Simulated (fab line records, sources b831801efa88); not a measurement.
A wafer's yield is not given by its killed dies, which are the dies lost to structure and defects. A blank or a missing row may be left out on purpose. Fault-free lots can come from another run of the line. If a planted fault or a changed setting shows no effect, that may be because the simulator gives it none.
The tool behind it: which one?	flow sky130	72 wafers from 24 lots sampled at 3 of the route's 708 steps

== WHAT THE GAUGES SHOWED, per wafer ==
SKY_SD_N_RS_MEAS_18: a four-point-probe measurement.
lot	measured	on	RES_XHIGH_RS (ohm/sq)
L074	day 27 15:44	film_metro-01	331.2 332.0 333.1
L075	day 28 11:50	film_metro-02	333.3 333.2 332.8
L076	day 28 15:46	film_metro-01	331.1 331.5 332.1
L077	day 28 22:14	film_metro-01	333.1 333.9 333.2
L078	day 29 05:39	film_metro-01	333.6 333.2 333.4
L079	day 29 17:41	film_metro-02	331.8 332.8 333.2
L080	day 29 22:58	film_metro-04	332.7 333.0 334.3
L081	day 30 14:56	film_metro-02	334.2 333.6 334.0
L082	day 30 23:01	film_metro-04	332.1 333.1 331.6
L083	day 31 09:32	film_metro-04	335.3 334.3 335.0
L084	day 31 09:47	film_metro-01	332.7 330.7 332.0
L086	day 31 21:22	film_metro-04	335.6 333.9 335.3
L085	day 32 00:44	film_metro-01	332.8 332.6 332.6
L087	day 32 10:56	film_metro-02	333.5 333.9 334.3
L088	day 32 19:00	film_metro-04	333.6 334.3 334.2
L089	day 33 08:53	film_metro-01	333.7 333.2 334.2
L090	day 33 11:35	film_metro-04	332.6 332.5 332.5
L091	day 34 02:30	film_metro-04	334.7 335.0 335.9
L092	day 34 02:32	film_metro-02	332.8 333.8 332.4
L093	day 34 05:22	film_metro-01	331.4 331.2 330.6
L094	day 35 10:29	film_metro-02	333.3 335.0 335.0
L097	day 35 23:16	film_metro-02	333.1 332.4 333.8
L096	day 36 02:26	film_metro-02	331.2 332.5 331.5
L095	day 36 03:32	film_metro-01	334.3 333.4 334.0

SKY_VIA1_OVL_MEAS_13.
lot	measured	on	VIA1_OVL (nm)
L074	day 33 18:26	overlay-01	1 -3 6
L075	day 34 11:47	overlay-01	6 0 1
L076	day 34 15:03	overlay-02	-7 -2 -2
L077	day 34 20:23	overlay-02	-1 7 1
L078	day 35 04:39	overlay-02	-7 -1 -1
L079	day 35 16:32	overlay-02	-9 -10 -13
L080	day 35 20:59	overlay-02	-6 -6 -9
L081	day 36 12:08	overlay-01	2 8 6
L082	day 36 18:15	overlay-02	4 -4 2
L083	day 37 05:09	overlay-01	-2 5 4
L084	day 37 06:09	overlay-01	1 6 -4
L086	day 37 17:09	overlay-01	-8 -5 3
L085	day 37 18:20	overlay-02	-5 -1 -3
L087	day 38 04:32	overlay-01	0 3 0
L088	day 38 10:58	overlay-01	10 15 5
L089	day 39 01:50	overlay-02	3 -1 6
L090	day 39 02:58	overlay-01	-2 1 -5
L091	day 39 17:33	overlay-02	12 13 7
L092	day 39 19:14	overlay-02	0 -3 -4
L093	day 39 20:32	overlay-02	4 4 -3
L094	day 41 00:53	overlay-02	-5 -5 2
L097	day 41 11:50	overlay-01	-1 1 -1
L096	day 41 14:29	overlay-02	4 3 3
L095	day 41 18:04	overlay-01	-2 -1 0

== TOOL THAT RAN EACH LOT (tool first, then ch and the chambers of the sampled wafers, then the start) ==
lot	SKY_CONTACT_CVD_24
L074	cvd_w-02 ch 0,1, day 31 09:23
L075	cvd_w-02 ch 0, day 32 03:36
L076	cvd_w-01 ch 0,1, day 32 08:18
L077	cvd_w-02 ch 0,1, day 32 12:33
L078	cvd_w-01 ch 0,1, day 32 21:47
L079	cvd_w-01 ch 0,1, day 33 09:32
L080	cvd_w-01 ch 0,1, day 33 14:13
L081	cvd_w-02 ch 0,1, day 34 05:32
L082	cvd_w-02 ch 0,1, day 34 11:11
L083	cvd_w-01 ch 0,1, day 34 22:52
L084	cvd_w-02 ch 1, day 34 22:58
L086	cvd_w-02 ch 0,1, day 35 10:43
L085	cvd_w-01 ch 0,1, day 35 12:30
L087	cvd_w-02 ch 0,1, day 35 23:43
L088	cvd_w-02 ch 0,1, day 36 06:10
L089	cvd_w-02 ch 0,1, day 36 19:37
L090	cvd_w-02 ch 0,1, day 36 20:47
L091	cvd_w-01 ch 0,1, day 37 12:50
L092	cvd_w-02 ch 0,1, day 37 13:42
L093	cvd_w-02 ch 0, day 37 15:48
L094	cvd_w-02 ch 1, day 38 21:11
L097	cvd_w-01 ch 0,1, day 39 08:17
L096	cvd_w-01 ch 0,1, day 39 10:47
L095	cvd_w-01 ch 0,1, day 39 14:14
- SKY_CONTACT_CVD_24: deposits W, target thk 340 nm, time 102.12 s.

== WHAT THE TOOLS THEMSELVES READ (means of the sampled wafers that have a number; where no wafer has one, the mark that the record gives instead) ==
SKY_CONTACT_CVD_24.
lot	tool	heater_power_w (W)
L074	cvd_w-02	809
L075	cvd_w-02	922
L076	cvd_w-01	898
L077	cvd_w-02	799
L078	cvd_w-01	887
L079	cvd_w-01	892
L080	cvd_w-01	895
L081	cvd_w-02	885
L082	cvd_w-02	820
L083	cvd_w-01	863
L084	cvd_w-02	755
L086	cvd_w-02	873
L085	cvd_w-01	863
L087	cvd_w-02	808
L088	cvd_w-02	824
L089	cvd_w-02	814
L090	cvd_w-02	815
L091	cvd_w-01	871
L092	cvd_w-02	863
L093	cvd_w-02	943
L094	cvd_w-02	757
L097	cvd_w-01	856
L096	cvd_w-01	873
L095	cvd_w-01	865

== THE ANSWER, worked out from the rows above alone ==
Rule: usual is defined by the lots themselves. The widest of any qualifying gaps counts: lots, ordered by their means at a reading, are off when they make up no more than a third of the lots, leave a main group of 4 or more, and stand apart from it by 3 or more times the standard deviation of that group's means. A main group whose means are all the same, to the digits that the tables above print for the reading, isn't used. Also off: a lot with no number at a reading for which 4 or more lots have one. Where the step has rows for the other lots, those lots are counted as sound. After the gauges, taken in route order, come the tools' own readings; for these a lot's mean is taken, as printed above. At the first step where some lot is off, the reading lying furthest off is the one used; lots without a number count as furthest.
No lot is off at any reading shown: from this, nothing can be told.

== WHAT THE SIMULATOR HAD PUT IN ==
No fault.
